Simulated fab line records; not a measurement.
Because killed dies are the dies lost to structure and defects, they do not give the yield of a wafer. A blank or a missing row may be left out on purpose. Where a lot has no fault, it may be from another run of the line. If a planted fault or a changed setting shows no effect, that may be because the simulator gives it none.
Which tool was responsible? | flow gf180mcu | 21 wafers sampled from 7 lots at 1 step of a route of 602

## WHAT THE GAUGES READ, wafer by wafer
GF_VT_IMPLANT_OVL_MEAS_40.
lot  | measured     | on         | VT_IMPLANT_03_OVL (nm)
L943 | day 7 21:17  | overlay-02 | -3.6 -2.2 -1.4
L947 | day 9 03:19  | overlay-02 | -3.2 -0.9 -1.5
L951 | day 10 04:14 | overlay-02 | 3.1 3.1 2.4
L954 | day 11 01:35 | overlay-01 | 0.5 0.8 1.7
L958 | day 12 00:34 | overlay-02 | 0.5 2.1 1.3
L962 | day 13 01:07 | overlay-01 | 2.9 2.3 1.6
L965 | day 13 13:39 | overlay-02 | 0.9 0.0 -0.4

## WHAT TOOL EACH LOT RAN ON (gives the tool, then ch and the chambers of the sampled wafers, and finally the start)
The record holds no process step before these readings.

## THE ANSWER, worked out from the rows above alone
Rule: usual is defined by the lots themselves. The widest of any qualifying gaps counts: lots, ordered by their means at a reading, are off when they make up no more than a third of the lots, leave a main group of 4 or more, and stand apart from it by 3 or more times the standard deviation of that group's means. A main group is skipped when, at the precision printed for the reading in the tables above, its means are all equal. A lot without any number at a reading at which 4 lots or more have one is off too. Where the step has rows for the other lots, those lots are counted as sound.
Nothing can be told from this: no lot is off at any reading shown.

## WHAT WAS PUT IN BY THE SIMULATOR
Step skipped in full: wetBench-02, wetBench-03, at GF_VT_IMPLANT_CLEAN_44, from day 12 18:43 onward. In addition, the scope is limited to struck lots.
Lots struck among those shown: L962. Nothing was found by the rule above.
